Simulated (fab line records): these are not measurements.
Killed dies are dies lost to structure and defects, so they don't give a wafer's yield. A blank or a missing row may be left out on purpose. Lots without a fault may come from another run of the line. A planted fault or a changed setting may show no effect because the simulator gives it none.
A lot that was struck, set against a sound lot :: flow sky130 :: 26 out of 708 route steps
Sound: wafers L997.1, L997.2, L997.4. The struck wafers were L105.2, L105.3, L105.5. The cause is given at the end.
Order at every step that has rows: each side's tool, ch and its chambers, its first start. Under that, the readings that differ: sound wafers :: struck wafers :: difference of the means :: sigmas: that difference in standard deviations of wafers without a fault.
alike: words and numbers the same on both sides, and readings whose means are apart by under 2 such deviations; not compared: readings that were withheld, readings missing a value for some wafer, numbers with overlapping values and no deviation given by the record, and bounds like >300 which may hide the same value.
A row with sigmas, a row that says differs or no value, or rows on one side alone: a step with any of these is where the two part. When numbers do not overlap yet have no deviation, they are printed without sigmas and do not part them. A reading missing from all wafers of one side parts the sides only when that side holds two or more wafers.

first, 5 steps without rows for these wafers: SKY_GATE_OXIDE_COAT_05 (resist thk 1140 nm); SKY_GATE_OXIDE_SOFTBAKE_06 (time 58.68 s); SKY_GATE_OXIDE_EXPOSE_07 (exposes mask LVOM, target cd 600 nm); SKY_GATE_OXIDE_PEB_08; SKY_GATE_OXIDE_DEVELOP_09 (develop time 60 s).
SKY_GATE_OXIDE_OVL_MEAS_10:
  struck on overlay-01, day 19 01:53; sound on overlay-02, day 16 12:14
  alike: GATE_OXIDE_OVL
then, 2 steps without rows for these wafers: SKY_GATE_OXIDE_IMPLANT_11; SKY_GATE_OXIDE_WET_ETCH_12 (etches SiO2 in dHF, target depth 16.8 nm, time 336 s).
SKY_GATE_OXIDE_STRIP_13: strips in O2/N2.
  sound on plasmaAsher-01 ch 0,1, day 16 12:31; struck on plasmaAsher-01 ch 0,1, day 19 02:10
  alike: drypumpMotorCurrentA, o2FlowSccm, oesProductAu, stripTimeToEndpointS
  not compared: rfHoursCounterH
SKY_GATE_OXIDE_TW_MEAS_14:
  struck on filmMetro-01, day 19 02:17; sound on filmMetro-04, day 16 12:37
  alike: GATE_OXIDE_TW
then, 2 steps without rows for these wafers: SKY_GATE_OXIDE_CLEAN_15 (cleans in SC1/SC2, time 150 s); SKY_GATE_OXIDE_OXIDATION_16 (stabilise 600 s, purge 300 s, target thk 3.57 nm).
SKY_POLY_GATE_CVD_00: deposits poly-Si, target thk 180 nm, time 720 s.
  sound on lpcvd-01 ch 0, day 17 00:17; struck on lpcvd-01 ch 0, day 19 04:41
reading: spikeTcBottomC (C)
sound: 640.8 640.3 640.6
struck: 652.3 650.6 650.5
difference: +10.6
sigmas: +7

reading: spikeTcCentreC (C)
sound: 620.5 620.6 620.3
struck: 631.3 631.2 631.1
difference: +10.7
sigmas: +12

reading: spikeTcLowerC (C)
sound: 621.3 622.4 620.8
struck: 634.2 633.2 633.7
difference: +12.2
sigmas: +9

reading: spikeTcTopC (C)
sound: 639.3 640.1 639.6
struck: 650.4 649.7 649.8
difference: +10.3
sigmas: +6

reading: spikeTcUpperC (C)
sound: 622.6 620.4 623.4
struck: 633.9 634.6 633.9
difference: +12.0
sigmas: +9

reading: susceptorTempC (C)
sound: 619.96 619.79 619.87
struck: 631.63 631.31 630.86
difference: +11.39
sigmas: +44

reading: model.poly-Si_of_POLY_GATE_CVD_00.thkNm (nm)
sound: 180 179.4 180.2
struck: 233 233.5 233.5
difference: +53
sigmas: 
SKY_POLY_GATE_THK_MEAS_01:
  struck on filmMetro-01, day 19 05:53; sound on filmMetro-01, day 17 01:29
reading: POLY_GATE_CVD_00_THK (nm)
sound: 180.0 179.4 180.1
struck: 233.1 233.5 233.6
difference: +53.6
sigmas: +33
then, 8 steps without rows for these wafers: SKY_RES_PROTECT_DEHYDRATE_00 (time 60 s); SKY_RES_PROTECT_HMDS_01 (prime time 60 s); SKY_RES_PROTECT_COAT_02 (resist thk 1140 nm); SKY_RES_PROTECT_SOFTBAKE_03 (time 60 s); SKY_RES_PROTECT_EXPOSE_04 (exposes mask RPM, target cd 1270 nm); SKY_RES_PROTECT_PEB_05; SKY_RES_PROTECT_DEVELOP_06 (develop time 60 s); SKY_POLY_GATE_IMPLANT_02.
SKY_RES_PROTECT_STRIP_07: strips in O2/N2.
  sound on plasmaAsher-04 ch 0,1, day 18 06:38; struck on plasmaAsher-04 ch 0,1, day 20 12:25
  alike: drypumpMotorCurrentA, o2FlowSccm, oesProductAu, stripTimeToEndpointS
  not compared: rfHoursCounterH
SKY_RES_PROTECT_TW_MEAS_08:
  struck on filmMetro-04, day 20 12:32; sound on filmMetro-03, day 18 06:44
  alike: POLY_GATE_TW
SKY_RES_PROTECT_CLEAN_09: cleans in SC1/SC2, time 150 s.
  sound on wetBench-03 ch 2, day 18 06:47; struck on wetBench-03 ch 1, day 20 12:35
reading: model.poly-Si_of_POLY_GATE_CVD_00.thkNm (nm)
sound: 179.4 178.7 179.6
struck: 232.4 232.9 232.9
difference: +53.5
sigmas: 
then, 1 step without rows for these wafers: SKY_POLY_GATE_CVD_03 (deposits Si3N4 from DCS/NH3, target thk 75 nm, time 1290 s).

== WHERE THEY PART ==
Earliest at SKY_POLY_GATE_CVD_00; latest, in this record, at SKY_POLY_GATE_THK_MEAS_01. Later steps at which nothing parts them and some readings are alike: SKY_RES_PROTECT_STRIP_07, SKY_RES_PROTECT_TW_MEAS_08.

WHY: the cause the simulator had injected
lpcvd-01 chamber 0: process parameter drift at SKY_POLY_GATE_CVD_00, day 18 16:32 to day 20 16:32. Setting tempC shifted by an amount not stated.
